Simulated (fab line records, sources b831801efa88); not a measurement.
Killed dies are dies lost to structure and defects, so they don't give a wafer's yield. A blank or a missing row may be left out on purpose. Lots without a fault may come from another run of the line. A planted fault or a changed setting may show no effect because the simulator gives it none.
One fault seen from 2 desks | flow sky130 | each desk has only its own numbers; what lay behind them comes last

THE TOOL OWNER'S DESK: pvd_sputter-04
The tool's own readings at SKY_METAL2_SPUTTER_02 (material AlCu, target thk 250 nm, time 13.3 s): means of the sampled wafers that have a number, for each lot that ran on this tool. A lot is out of limits, marked OUT, if its mean lies more than 4 standard deviations from the usual mean; the brackets give that distance.
Columns: A = chamber_pressure_pa at SKY_METAL2_SPUTTER_02, usual 0.4000 Pa; B = throttle_valve_pct at SKY_METAL2_SPUTTER_02, usual 29.4 %
lot  | first seen here | A                        | B
L558 | day 36 17:02    | 0.4002                   | 30.7
L562 | day 36 23:32    | 0.4006                   | 30.4
L565 | day 42 01:39    | 0.3999                   | 29.3
L571 | day 42 18:22    | 0.2221 (-99 or more) OUT | 41.3 (+12) OUT
L573 | day 43 00:03    | 0.2216 (-99 or more) OUT | 39.8 (+11) OUT
This desk's finding: out of limits on L571, L573; first on L571, day 42 18:22 (chamber_pressure_pa at SKY_METAL2_SPUTTER_02). In limits: L558, L562, L565.

THE METROLOGY DESK
What the gauges read, lot by lot, whatever tool the lot ran on: means of the sampled wafers that have a number. A lot is out of limits, marked OUT, if its mean lies more than 4 standard deviations from the usual mean; the brackets give that distance.
Columns: A = METAL2_ALCU_RS at SKY_METAL2_RS_MEAS_05, usual 0.1266 ohm/sq; B = METAL2_ALCU_THK at SKY_METAL2_THK_MEAS_06, usual 246.5 nm
lot  | first seen here | A                 | B
L557 | day 36 16:25    | 0.1281            | 243.4
L559 | day 36 16:51    | 0.1266            | 246.1
L558 | day 36 17:09    | 0.1280            | 244.6
L562 | day 36 23:39    | 0.1271            | 244.8
L565 | day 42 01:46    | 0.1272            | 245.4
L566 | day 42 14:01    | 0.1270            | 247.9
L570 | day 42 14:56    | 0.1264            | 246.2
L571 | day 42 18:28    | 0.1128 (-9.9) OUT | 268.5 (+7.6) OUT
L573 | day 43 00:08    | 0.1112 (-11) OUT  | 270.5 (+8.3) OUT
This desk's finding: out of limits on L571, L573; first on L571, day 42 18:28 (METAL2_ALCU_RS at SKY_METAL2_RS_MEAS_05). In limits: L557, L559, L558, L562, L565, L566, L570.

PUT TOGETHER
The tool owner's desk could have raised an alarm at day 42 18:22, on L571, L573.
The metrology desk could have raised an alarm at day 42 18:28, on L571, L573.
Of the lots named, all ran SKY_METAL2_SPUTTER_02 on pvd_sputter-04.

WHAT THE SIMULATOR HAD PUT IN
Process parameter drift: pvd_sputter-04, from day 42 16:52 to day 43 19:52, at SKY_METAL2_SPUTTER_02. Setting chamber_pressure_pa, moved by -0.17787, from 0.4. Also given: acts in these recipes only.
Lots struck among those shown: L571, L573.
Hours from the fault's start to each desk's first reading out of limits: the tool owner's desk, 2; the metrology desk, 2.
